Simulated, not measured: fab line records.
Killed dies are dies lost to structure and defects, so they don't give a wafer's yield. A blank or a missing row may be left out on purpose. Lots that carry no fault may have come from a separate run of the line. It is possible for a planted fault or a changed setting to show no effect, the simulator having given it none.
Which tool did it? :: flow gf180mcu :: 15 lots, 45 wafers sampled, at 5 steps of a route of 602

== WHAT EACH GAUGE READ, for each wafer ==
GF_VT_IMPLANT_TW_MEAS_32.
lot: L706
measured: day 6 23:51
on: film metro-03
VT_IMPLANT_3_TW: 265.2 266.0 267.0

lot: L707
measured: day 7 13:11
on: film metro-04
VT_IMPLANT_3_TW: 272.0 272.5 271.7

lot: L709
measured: day 8 00:41
on: film metro-04
VT_IMPLANT_3_TW: 272.3 271.2 271.9

lot: L708
measured: day 8 01:56
on: film metro-04
VT_IMPLANT_3_TW: 30.2 30.2 30.3

lot: L710
measured: day 8 07:18
on: film metro-02
VT_IMPLANT_3_TW: 29.8 29.7 29.7

lot: L711
measured: day 8 10:54
on: film metro-03
VT_IMPLANT_3_TW: 29.8 30.0 30.1

lot: L712
measured: day 8 23:45
on: film metro-04
VT_IMPLANT_3_TW: 271.0 274.7 270.5

lot: L721
measured: day 11 00:51
on: film metro-04
VT_IMPLANT_3_TW: 272.9 271.5 272.0

lot: L723
measured: day 11 14:38
on: film metro-03
VT_IMPLANT_3_TW: 265.7 266.3 266.0

lot: L724
measured: day 11 23:21
on: film metro-03
VT_IMPLANT_3_TW: 266.4 266.2 265.8

lot: L725
measured: day 12 06:45
on: film metro-04
VT_IMPLANT_3_TW: 271.0 271.6 271.9

lot: L726
measured: day 12 15:10
on: film metro-02
VT_IMPLANT_3_TW: 267.9 267.5 267.6

lot: L727
measured: day 12 22:25
on: film metro-03
VT_IMPLANT_3_TW: 266.7 266.3 266.2

lot: L728
measured: day 13 04:49
on: film metro-03
VT_IMPLANT_3_TW: 266.9 266.1 266.6

lot: L729
measured: day 13 12:57
on: film metro-03
VT_IMPLANT_3_TW: 267.0 266.3 266.5

GF_M1_RS_MEAS_05: a four-point-probe measurement.
lot: L706
measured: day 16 08:54
on: film metro-04
M1_ALCU_RS (ohm/sq): 0.0698 0.0701 0.0690

lot: L707
measured: day 17 06:54
on: film metro-03
M1_ALCU_RS (ohm/sq): 0.0698 0.0690 0.0695

lot: L709
measured: day 17 21:40
on: film metro-02
M1_ALCU_RS (ohm/sq): 0.0697 0.0704 0.0699

lot: L712
measured: day 19 04:32
on: film metro-02
M1_ALCU_RS (ohm/sq): 0.0690 0.0679 0.0685

lot: L721
measured: day 22 05:07
on: film metro-03
M1_ALCU_RS (ohm/sq): 0.0674 0.0687 0.0687

lot: L723
measured: day 22 15:33
on: film metro-04
M1_ALCU_RS (ohm/sq): 0.0695 0.0688 0.0698

lot: L724
measured: day 23 09:43
on: film metro-04
M1_ALCU_RS (ohm/sq): 0.0683 0.0684 0.0690

lot: L725
measured: day 23 13:38
on: film metro-04
M1_ALCU_RS (ohm/sq): 0.0685 0.0689 0.0686

lot: L726
measured: day 23 20:52
on: film metro-04
M1_ALCU_RS (ohm/sq): 0.0697 0.0698 0.0688

lot: L727
measured: day 24 07:22
on: film metro-03
M1_ALCU_RS (ohm/sq): 0.0692 0.0684 0.0692

lot: L728
measured: day 24 12:52
on: film metro-03
M1_ALCU_RS (ohm/sq): 0.0677 0.0681 0.0684

lot: L729
measured: day 24 19:06
on: film metro-03
M1_ALCU_RS (ohm/sq): 0.0686 0.0695 0.0688

GF_V2_OVL_MEAS_15.
lot: L706
measured: day 20 13:08
on: overlay-01
V2_OVL (nm): 0 1 -3

lot: L707
measured: day 21 12:54
on: overlay-01
V2_OVL (nm): 2 -9 -11

lot: L709
measured: day 22 03:20
on: overlay-01
V2_OVL (nm): 3 4 4

lot: L712
measured: day 23 10:05
on: overlay-02
V2_OVL (nm): -1 2 3

lot: L721
measured: day 26 03:51
on: overlay-02
V2_OVL (nm): -10 -11 -7

lot: L723
measured: day 26 13:43
on: overlay-02
V2_OVL (nm): 3 2 -4

lot: L724
measured: day 27 08:02
on: overlay-02
V2_OVL (nm): 1 -4 -4

lot: L725
measured: day 27 11:07
on: overlay-02
V2_OVL (nm): -12 -11 -11

lot: L726
measured: day 27 16:25
on: overlay-02
V2_OVL (nm): -4 -11 -6

lot: L727
measured: day 28 02:26
on: overlay-01
V2_OVL (nm): 1 -3 5

lot: L728
measured: day 28 07:46
on: overlay-02
V2_OVL (nm): -7 -9 -13

lot: L729
measured: day 28 12:20
on: overlay-02
V2_OVL (nm): 6 -2 0

== EACH LOT AND THE TOOL THAT RAN IT (in order: tool; ch and the chambers of the sampled wafers; start) ==
lot: L706
GF_VT_IMPLANT_IMPLANT_30: implanter-04 ch 0, day 6 23:37
GF_SAB_STRIP_13: plasma asher-04 ch 0, day 15 07:34

lot: L707
GF_VT_IMPLANT_IMPLANT_30: implanter-04 ch 0, day 7 12:56
GF_SAB_STRIP_13: plasma asher-01 ch 0,1, day 16 04:31

lot: L709
GF_VT_IMPLANT_IMPLANT_30: implanter-04 ch 0, day 8 00:26
GF_SAB_STRIP_13: plasma asher-01 ch 0,1, day 16 19:04

lot: L708
GF_VT_IMPLANT_IMPLANT_30: implanter-03, day 8 01:41
GF_SAB_STRIP_13: -

lot: L710
GF_VT_IMPLANT_IMPLANT_30: implanter-04, day 8 07:03
GF_SAB_STRIP_13: -

lot: L711
GF_VT_IMPLANT_IMPLANT_30: implanter-04, day 8 10:39
GF_SAB_STRIP_13: -

lot: L712
GF_VT_IMPLANT_IMPLANT_30: implanter-02 ch 0, day 8 23:30
GF_SAB_STRIP_13: plasma asher-02 ch 0,1, day 18 01:47

lot: L721
GF_VT_IMPLANT_IMPLANT_30: implanter-03 ch 0, day 11 00:36
GF_SAB_STRIP_13: plasma asher-02 ch 0,1, day 21 02:07

lot: L723
GF_VT_IMPLANT_IMPLANT_30: implanter-03 ch 0, day 11 14:23
GF_SAB_STRIP_13: plasma asher-01 ch 0,1, day 21 13:16

lot: L724
GF_VT_IMPLANT_IMPLANT_30: implanter-03 ch 0, day 11 23:07
GF_SAB_STRIP_13: plasma asher-02 ch 0,1, day 22 07:32

lot: L725
GF_VT_IMPLANT_IMPLANT_30: implanter-02 ch 0, day 12 06:31
GF_SAB_STRIP_13: plasma asher-04 ch 0,1, day 22 12:25

lot: L726
GF_VT_IMPLANT_IMPLANT_30: implanter-03 ch 0, day 12 14:55
GF_SAB_STRIP_13: plasma asher-01 ch 0,1, day 22 18:13

lot: L727
GF_VT_IMPLANT_IMPLANT_30: implanter-03 ch 0, day 12 22:11
GF_SAB_STRIP_13: plasma asher-04 ch 0,1, day 23 05:45

lot: L728
GF_VT_IMPLANT_IMPLANT_30: implanter-02 ch 0, day 13 04:35
GF_SAB_STRIP_13: plasma asher-04 ch 0,1, day 23 10:47

lot: L729
GF_VT_IMPLANT_IMPLANT_30: implanter-03 ch 0, day 13 12:43
GF_SAB_STRIP_13: plasma asher-01 ch 1, day 23 17:46
- GF_VT_IMPLANT_IMPLANT_30
- GF_SAB_STRIP_13: strips in O2/N2.

== WHAT THE TOOLS THEMSELVES READ (means of the sampled wafers that have a number; where no wafer has one, the mark that the record gives instead) ==
GF_VT_IMPLANT_IMPLANT_30.
lot: L706
tool: implanter-04
beam energy keV: 24.995
beam on s (s): 10.28

lot: L707
tool: implanter-04
beam energy keV: 24.998
beam on s (s): 10.03

lot: L709
tool: implanter-04
beam energy keV: 24.999
beam on s (s): 10.10

lot: L708
tool: implanter-03
beam energy keV: -
beam on s (s): -

lot: L710
tool: implanter-04
beam energy keV: -
beam on s (s): -

lot: L711
tool: implanter-04
beam energy keV: -
beam on s (s): -

lot: L712
tool: implanter-02
beam energy keV: 25.001
beam on s (s): 10.05

lot: L721
tool: implanter-03
beam energy keV: 24.993
beam on s (s): 10.00

lot: L723
tool: implanter-03
beam energy keV: 24.998
beam on s (s): 10.01

lot: L724
tool: implanter-03
beam energy keV: 25.000
beam on s (s): 9.79

lot: L725
tool: implanter-02
beam energy keV: 25.007
beam on s (s): 10.17

lot: L726
tool: implanter-03
beam energy keV: 24.993
beam on s (s): 9.84

lot: L727
tool: implanter-03
beam energy keV: 24.997
beam on s (s): 9.83

lot: L728
tool: implanter-02
beam energy keV: 25.022
beam on s (s): 9.97

lot: L729
tool: implanter-03
beam energy keV: 24.996
beam on s (s): 10.13

GF_SAB_STRIP_13.
lot: L706
tool: plasma asher-04
drypump motor current A (A): 5.09
heater power w (W): 353
oes product au (a.u.): 0.705
strip time to endpoint s (s): 12.62

lot: L707
tool: plasma asher-01
drypump motor current A (A): 5.77
heater power w (W): 336
oes product au (a.u.): 0.707
strip time to endpoint s (s): 12.66

lot: L709
tool: plasma asher-01
drypump motor current A (A): 5.84
heater power w (W): 322
oes product au (a.u.): 0.707
strip time to endpoint s (s): 12.66

lot: L712
tool: plasma asher-02
drypump motor current A (A): 5.79
heater power w (W): 327
oes product au (a.u.): 0.715
strip time to endpoint s (s): 12.60

lot: L721
tool: plasma asher-02
drypump motor current A (A): 5.68
heater power w (W): 328
oes product au (a.u.): 0.710
strip time to endpoint s (s): 12.67

lot: L723
tool: plasma asher-01
drypump motor current A (A): 5.79
heater power w (W): 342
oes product au (a.u.): 0.708
strip time to endpoint s (s): 12.59

lot: L724
tool: plasma asher-02
drypump motor current A (A): 5.77
heater power w (W): 330
oes product au (a.u.): 0.709
strip time to endpoint s (s): 12.63

lot: L725
tool: plasma asher-04
drypump motor current A (A): 5.44
heater power w (W): 371
oes product au (a.u.): 0.708
strip time to endpoint s (s): 12.59

lot: L726
tool: plasma asher-01
drypump motor current A (A): 5.84
heater power w (W): 329
oes product au (a.u.): 0.710
strip time to endpoint s (s): 12.68

lot: L727
tool: plasma asher-04
drypump motor current A (A): 5.26
heater power w (W): 367
oes product au (a.u.): 0.711
strip time to endpoint s (s): 12.61

lot: L728
tool: plasma asher-04
drypump motor current A (A): 5.46
heater power w (W): 378
oes product au (a.u.): 0.708
strip time to endpoint s (s): 12.64

lot: L729
tool: plasma asher-01
drypump motor current A (A): 5.74
heater power w (W): 360
oes product au (a.u.): 0.713
strip time to endpoint s (s): 12.59

== THE ANSWER, worked out from the rows above alone ==
Rule: usual is defined by the lots themselves. Put in order of their means at a reading, lots are off if they are a third of the lots or fewer, leave a main group of 4 or more, and stand apart from it by a gap of 3 or more times the standard deviation of the main group's means; of several such gaps the widest counts. A main group whose means are all the same, to the digits that the tables above print for the reading, isn't used. Also off: a lot with no number at a reading for which 4 or more lots have one. Any other lot the step has rows for is counted as sound. The gauges are gone through in route order, then the tools' own readings, and for those a lot's mean is taken as printed above. At the first step where some lot is off, the reading lying furthest off is the one used; lots without a number count as furthest.
Off: L708, L710, L711, at GF_VT_IMPLANT_TW_MEAS_32 (VT_IMPLANT_3_TW). The main group has a mean of 268.7 with a standard deviation of 2.7.
If a tool, at a process step before that reading, ran all the lots that are off and no sound lot after the first of them, it fits. The gauges at GF_VT_IMPLANT_TW_MEAS_32 aren't tried: what is off there is off at GF_VT_IMPLANT_IMPLANT_30 too, on other tools, and a gauge's error can't cause that. None of those tried fits.

== WHAT HAD BEEN PUT IN BY THE SIMULATOR ==
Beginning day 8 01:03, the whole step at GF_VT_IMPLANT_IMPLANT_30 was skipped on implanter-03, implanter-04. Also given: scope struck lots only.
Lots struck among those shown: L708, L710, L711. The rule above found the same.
